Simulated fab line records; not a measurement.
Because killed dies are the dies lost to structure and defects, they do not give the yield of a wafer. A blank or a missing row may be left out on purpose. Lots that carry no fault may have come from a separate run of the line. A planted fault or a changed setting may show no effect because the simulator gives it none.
Which tool did it? -- flow sky130 -- 10 lots, 28 wafers sampled, at 2 steps of a route of 708

WHAT THE GAUGES SHOWED, per wafer
SKY_METAL1_THK_MEAS_06: measures by xrf.
lot,measured,on,METAL1_ALCU_THK (nm)
L570,day 33 04:17,film-metro-03,238 239 240
L571,day 33 15:31,film-metro-03,247 242 243
L572,day 33 15:32,film-metro-01,247 243 243
L573,day 34 00:36,film-metro-04,245 241 245
L581,day 37 02:01,film-metro-03,241 239
L582,day 37 06:44,film-metro-01,243 245
L586,day 38 12:16,film-metro-04,234 236 244
L589,day 39 07:39,film-metro-03,240 238 243
L591,day 39 15:11,film-metro-04,242 243 244
L592,day 39 17:26,film-metro-03,237 245 242

TOOL THAT RAN EACH LOT (tool first, then ch and the chambers of the sampled wafers, then the start)
lot,SKY_METAL1_SPUTTER_04
L570,"pvd-sputter-04, day 33 04:07"
L571,"pvd-sputter-04, day 33 15:20"
L572,"pvd-sputter-01, day 33 15:21"
L573,"pvd-sputter-03, day 34 00:26"
L581,"pvd-sputter-03, day 37 01:49"
L582,"pvd-sputter-03, day 37 06:34"
L586,"pvd-sputter-03, day 38 12:05"
L589,"pvd-sputter-01, day 39 07:29"
L591,"pvd-sputter-04, day 39 14:59"
L592,"pvd-sputter-03, day 39 17:16"
- SKY_METAL1_SPUTTER_04: material TiN, target thk 70 nm, time 58.3 s.

THE ANSWER, worked out from the rows above alone
Rule: the usual values come from the lots themselves. Put in order of their means at a reading, lots are off if they are a third of the lots or fewer, leave a main group of 4 or more, and stand apart from it by a gap of 3 or more times the standard deviation of the main group's means; of several such gaps the widest counts. Not used: any main group whose means are identical at the precision the tables above print for the reading. A lot without any number at a reading at which 4 lots or more have one is off too. Any other lot the step has rows for is counted as sound.
No lot is off at any reading shown: from this, nothing can be told.

WHAT THE SIMULATOR PUT IN
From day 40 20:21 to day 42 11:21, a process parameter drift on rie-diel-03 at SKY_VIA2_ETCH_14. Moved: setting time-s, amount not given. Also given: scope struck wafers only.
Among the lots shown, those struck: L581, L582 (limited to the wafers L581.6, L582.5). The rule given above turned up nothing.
